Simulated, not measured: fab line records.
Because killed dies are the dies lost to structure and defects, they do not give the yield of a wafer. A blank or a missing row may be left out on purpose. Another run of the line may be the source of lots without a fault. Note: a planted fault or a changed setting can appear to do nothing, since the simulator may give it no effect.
Matching of chambers | flow gf180mcu | GF_STI_CMP_25 on cmp-01: 4 sister chambers
The step polishes, stops on Si3N4, t overpolish 33 s, target thk 524.6 nm. 16 wafers are shown with their chamber, then 8 later ones without.

== WAFERS WITH THEIR CHAMBER ==
wafer  | chamber | motor-current-A (A) | time-to-endpoint-s (s) | slurry-flow-ml-min
L659.2 | 0       | 10.1                | 127                    | 150.7
L659.4 | 2       | 10.8                | 129                    | 149.9
L659.6 | 3       | 11.7                | 130                    | 149.6
L661.3 | 1       | 12.9                | 122                    | 148.8
L661.4 | 3       | 11.9                | 127                    | 149.4
L661.6 | 2       | 11.0                | 134                    | 150.9
L662.2 | 1       | 11.8                | 124                    | 151.1
L662.4 | 3       | 11.7                | 132                    | 150.0
L662.6 | 2       | 10.2                | 131                    | 150.7
L663.1 | 0       | 10.1                | 124                    | 149.2
L663.2 | 1       | 13.0                | 121                    | 149.5
L663.6 | 3       | 12.6                | 127                    | 149.9
L667.1 | 3       | 12.0                | 127                    | 149.9
L667.3 | 0       | 10.2                | 129                    | 150.2
L667.5 | 3       | 11.4                | 132                    | 150.0
L669.1 | 0       | 10.5                | 124                    | 150.1

SIGNATURES (means of the wafers above)
reading            | chamber 0 | chamber 1 | chamber 2 | chamber 3 | scatter within a chamber
motor-current-A    | 10.225    | 12.567    | 10.667    | 11.883    | 0.425
time-to-endpoint-s | 126.00    | 122.33    | 131.33    | 129.17    | 2.35
slurry-flow-ml-min | 150.050   | 149.800   | 150.500   | 149.800   | 0.633
Rule: for a wafer and a chamber, the distance is found by dividing, reading by reading, the gap between the wafer's reading and the chamber's mean by the reading's scatter, squaring, summing and taking the root. The wafer belongs to the nearest chamber; if the next one is less than 2 further off, it can't be placed. The scatter: take each reading less its chamber's mean, square it, sum over the shown wafers, divide by the number of wafers less the number of chambers, and take the root.

== WAFERS WHOSE CHAMBER IS MISSING ==
wafer  | motor-current-A (A) | time-to-endpoint-s (s) | slurry-flow-ml-min
L669.2 | 11.0                | 133                    | 149.4
L669.5 | 11.5                | 125                    | 149.7
L671.1 | 11.2                | 130                    | 150.6
L671.3 | 11.2                | 110                    | 149.5
L671.6 | 11.6                | 108                    | 149.6
L682.2 | 10.4                | 120                    | 150.0
L682.3 | 10.8                | 124                    | 150.2
L682.6 | 10.7                | 125                    | 150.0

== EACH ONE'S CHAMBER ==
wafer  | from the rows above               | in truth
L669.2 | can't be placed: 2 or 3 or 0      | 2
L669.5 | can't be placed: 3 or 1 or 0 or 2 | 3
L671.1 | can't be placed: 2 or 3 or 0      | 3
L671.3 | can't be placed: 1 or 0           | 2
L671.6 | can't be placed: 1 or 0           | 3
L682.2 | 0                                 | 0
L682.3 | can't be placed: 0 or 2 or 3      | 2
L682.6 | can't be placed: 0 or 2           | 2
Correct placement for 1 of the 8. Can't be placed from these rows: 7 (the true chamber is among the candidates in 5). 0 placed wrongly.
